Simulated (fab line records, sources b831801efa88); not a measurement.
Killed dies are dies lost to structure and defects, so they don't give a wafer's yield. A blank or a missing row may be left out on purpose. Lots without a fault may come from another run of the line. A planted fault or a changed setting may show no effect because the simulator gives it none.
Which tool did it? | flow sky130 | 7 lots, 21 wafers sampled, at 3 steps of a route of 708

WHAT THE GAUGES READ, wafer by wafer
SKY_METAL2_CD_MEAS_15: target cd 140 nm.
lot  | measured     | on        | cd_nm (nm)
L589 | day 35 16:58 | cd_sem-02 | 139.2 141.2 139.9
L591 | day 36 01:15 | cd_sem-02 | 138.6 140.0 140.0
L594 | day 37 15:14 | cd_sem-01 | 138.1 138.2 139.3
L597 | day 38 12:59 | cd_sem-02 | 143.3 142.9 141.2
L601 | day 39 12:04 | cd_sem-02 | 142.0 141.4 138.9
L606 | day 40 15:44 | cd_sem-02 | 154.3 153.8 154.4
L608 | day 40 23:51 | cd_sem-02 | 138.7 139.3 138.0

WHICH TOOL RAN EACH LOT (tool, then ch and the chambers of the sampled wafers, then the start)
lot  | SKY_METAL2_SPUTTER_04        | SKY_METAL2_EXPOSE_12
L589 | pvd_sputter-04, day 34 15:52 | krf_scanner-02 ch 0, day 35 03:07
L591 | pvd_sputter-02, day 34 23:53 | krf_scanner-02 ch 0, day 35 11:57
L594 | pvd_sputter-04, day 36 12:25 | krf_scanner-01 ch 0, day 37 03:16
L597 | pvd_sputter-03, day 37 11:24 | krf_scanner-02 ch 0, day 38 01:27
L601 | pvd_sputter-03, day 38 11:40 | krf_scanner-02 ch 0, day 39 00:43
L606 | pvd_sputter-04, day 39 15:16 | krf_scanner-01 ch 0, day 40 04:52
L608 | pvd_sputter-03, day 39 23:43 | krf_scanner-02 ch 0, day 40 12:36
- SKY_METAL2_SPUTTER_04: material TiN, target thk 70 nm, time 58.3 s.
- SKY_METAL2_EXPOSE_12: exposes mask MM2, target cd 140 nm.

THE ANSWER, worked out from the rows above alone
Rule: what is usual is taken from the lots themselves. Put in order of their means at a reading, lots are off if they are a third of the lots or fewer, leave a main group of 4 or more, and stand apart from it by a gap of 3 or more times the standard deviation of the main group's means; of several such gaps the widest counts. A main group whose means are all the same, to the digits that the tables above print for the reading, isn't used. A lot without any number at a reading at which 4 lots or more have one is off too. The other lots that the step has rows for count as sound.
Off: L606, at SKY_METAL2_CD_MEAS_15 (cd_nm). The main group: mean 140.0 nm, standard deviation 1.3.
A tool fits if, at a process step before that reading, it ran every lot that is off, and no sound lot after the first of them. The gauges at SKY_METAL2_CD_MEAS_15 are tried like those tools. Can't be told from this: 2 tools fit, pvd_sputter-04 at SKY_METAL2_SPUTTER_04, krf_scanner-01 at SKY_METAL2_EXPOSE_12.

WHAT THE SIMULATOR HAD PUT IN
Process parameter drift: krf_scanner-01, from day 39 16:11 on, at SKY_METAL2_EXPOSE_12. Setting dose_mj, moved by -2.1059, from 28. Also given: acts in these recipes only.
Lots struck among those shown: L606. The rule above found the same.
